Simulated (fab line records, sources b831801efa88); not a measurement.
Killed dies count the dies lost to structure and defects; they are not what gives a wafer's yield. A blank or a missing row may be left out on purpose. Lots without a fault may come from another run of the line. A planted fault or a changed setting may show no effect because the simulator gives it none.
Matching of chambers ; flow sky130 ; hdpcvd-01 running SKY_VIA3_HDPCVD_00: 3 sister chambers
The step deposits SiO2, target thk 1635 nm, time 272.5 s. 6 wafers are shown with their chamber, then 8 later ones without.

== WAFERS, EACH WITH ITS CHAMBER ==
wafer;chamber;run length s (s);sih4 flow sccm (sccm)
L430.4;0;300.0;60.00
L438.1;2;301.1;60.06
L438.4;0;299.7;60.13
L440.4;1;299.4;59.96
L440.6;2;300.9;59.88
L445.2;1;299.1;59.83

== WAFERS MISSING THEIR CHAMBER ==
wafer;run length s (s);sih4 flow sccm (sccm)
L445.3;299.8;59.87
L445.4;300.3;60.06
L446.1;300.2;59.81
L446.2;299.6;59.99
L446.4;300.2;60.02
L447.1;299.2;59.63
L447.4;300.1;60.20
L447.6;299.2;60.01

== EACH ONE'S CHAMBER ==
wafer;from the rows above;in truth
L445.3;can't be placed: 0 or 1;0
L445.4;can't be placed: 0 or 2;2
L446.1;can't be placed: 0 or 2 or 1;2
L446.2;can't be placed: 0 or 1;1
L446.4;0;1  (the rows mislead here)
L447.1;1;1
L447.4;0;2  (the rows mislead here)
L447.6;1;1
2 of 8 placed correctly. Can't be placed from these rows: 4 (the true chamber is among the candidates in 4). Number placed wrongly: 2.
How it was worked out, from the rows above alone: a wafer's distance from a chamber is the root of the sum, over the readings, of the square of ((its reading less the chamber's mean) divided by the reading's scatter). The wafer belongs to the nearest chamber; if the next one is less than 2 further off, it can't be placed. The mean given for a chamber averages the wafers shown for that chamber. The scatter: take each reading less its chamber's mean, square it, sum over the shown wafers, divide by the number of wafers less the number of chambers, and take the root.
